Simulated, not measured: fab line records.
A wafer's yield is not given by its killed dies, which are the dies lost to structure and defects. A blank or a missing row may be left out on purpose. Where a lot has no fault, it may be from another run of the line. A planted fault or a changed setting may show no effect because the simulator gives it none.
A lot that was struck, set against a sound lot / flow sky130 / 18 steps out of a route of 708
Sound: the wafers L463.2, L463.4, L463.6. Struck: wafers L469.2, L469.5, L469.6. At the end, the cause is stated.
Each step with rows lists, per side, the tool, then ch with its chambers, then its first start. Under that, the readings that differ: sound wafers / struck wafers / difference of the means / sigmas: that difference in standard deviations of wafers without a fault.
alike: a reading whose means differ by less than 2 such deviations, as well as words and numbers matching on both sides. not compared: withheld readings; readings where some wafer has no value; bounds like >300 that might hide an equal value; numbers whose values overlap and for which the record gives no deviation.
Wherever a step has rows on one side only, a row that says differs or no value, or a row with sigmas, the two part there. Non-overlapping numbers with no deviation appear without sigmas and do not part them. A reading missing from all wafers of one side parts the sides only when that side holds two or more wafers.

first, 1 step without rows for these wafers: SKY_VT_ADJUST_PCH_IMPLANT_08.
SKY_VT_ADJUST_PCH_STRIP_09: strips in O2/N2.
  sound on plasmaAsher-02 ch 0,1, day 11 22:46; struck on plasmaAsher-04 ch 0,1, day 13 21:34
  alike: drypumpMotorCurrentA, oesProductAu, stripTimeToEndpointS
  not compared: rfHoursCounterH
SKY_VT_ADJUST_PCH_TW_MEAS_10:
  sound: filmMetro-01 at day 11 22:52; struck: filmMetro-02 at day 13 21:40
  alike: VT_ADJUST_PCH_TW
then, 7 steps without rows for these wafers: SKY_SONOS_TUNNEL_DEHYDRATE_00 (time 60 s); SKY_SONOS_TUNNEL_HMDS_01 (prime time 60 s); SKY_SONOS_TUNNEL_COAT_02 (resist thk 1140 nm); SKY_SONOS_TUNNEL_SOFTBAKE_03 (time 60 s); SKY_SONOS_TUNNEL_EXPOSE_04 (exposes mask TUNM, target cd 410 nm); SKY_SONOS_TUNNEL_PEB_05; SKY_SONOS_TUNNEL_DEVELOP_06 (develop time 60 s).
SKY_SONOS_TUNNEL_CD_MEAS_07 targets a cd of 410 nm.
  sound: cdSem-01 at day 12 23:47; struck: cdSem-01 at day 15 00:14
  alike: cdNm
SKY_SONOS_TUNNEL_OVL_MEAS_08:
  sound: overlay-01 at day 12 23:54; struck: overlay-02 at day 15 00:21
reading=SONOS_TUNNEL_OVL (nm); sound=1.9 2.9 3.0; struck=-2.8 -1.2 -1.8; difference=-4.5; sigmas=-3
SKY_SONOS_TUNNEL_IMPLANT_09:
  sound on implanter-02 ch 0, day 12 23:57; struck on implanter-04 ch 0, day 15 00:24
reading=beamOnS (s); sound=10.02 10.00 10.02; struck=7.83 7.81 7.59; difference=-2.27; sigmas=-12
reading=faradayCurrentUA; sound=5.64 5.64 5.61; struck=7.19 7.21 7.45; difference=+1.65; sigmas=+15
  alike: endStationPressureTorr
then, 2 steps without rows for these wafers: SKY_SONOS_TUNNEL_WET_ETCH_10 (etches SiO2 in dHF, target depth 14 nm, time 280 s); SKY_SONOS_TUNNEL_STRIP_11 (strips in SPM, time 600 s).
SKY_SONOS_TUNNEL_TW_MEAS_12:
  sound: filmMetro-01 at day 13 00:22; struck: filmMetro-03 at day 15 00:54
reading=SONOS_TUNNEL_TW; sound=195.7 195.5 195.7; struck=181.8 180.9 180.3; difference=-14.6; sigmas=-6
then, 1 step without rows for these wafers: SKY_SONOS_TUNNEL_CLEAN_13 (cleans in dHF, time 20 s).
-- the record jumps here: 33 days lie between the struck wafers' starts before and after (it left off in module SONOS_TUNNEL and takes up again in module PAD_OPEN, whose first step shown is number 708 of the route) --
SKY_PAD_OPEN_PROBE_99:
  sound: prober-02 at day 46 22:55; struck: prober-02 at day 48 09:49
reading=model.etest.sonosUncharged.vtV (V); sound=-0.4443 -0.3791 -0.4166; struck=-0.4745 -0.4828 -0.4559; difference=-0.0577; sigmas=
  alike: killed_at_M0_to_M3, killed_at_M4_up, killedAtContacts, killedAtFrontEnd, killedAtOther, killedDies, killedOpen, killedShort

== WHERE THEY PART ==
Earliest at SKY_SONOS_TUNNEL_OVL_MEAS_08; latest, in this record, at SKY_SONOS_TUNNEL_TW_MEAS_12. Later steps at which nothing parts them and some readings are alike: SKY_PAD_OPEN_PROBE_99.

WHY: the cause the simulator had injected
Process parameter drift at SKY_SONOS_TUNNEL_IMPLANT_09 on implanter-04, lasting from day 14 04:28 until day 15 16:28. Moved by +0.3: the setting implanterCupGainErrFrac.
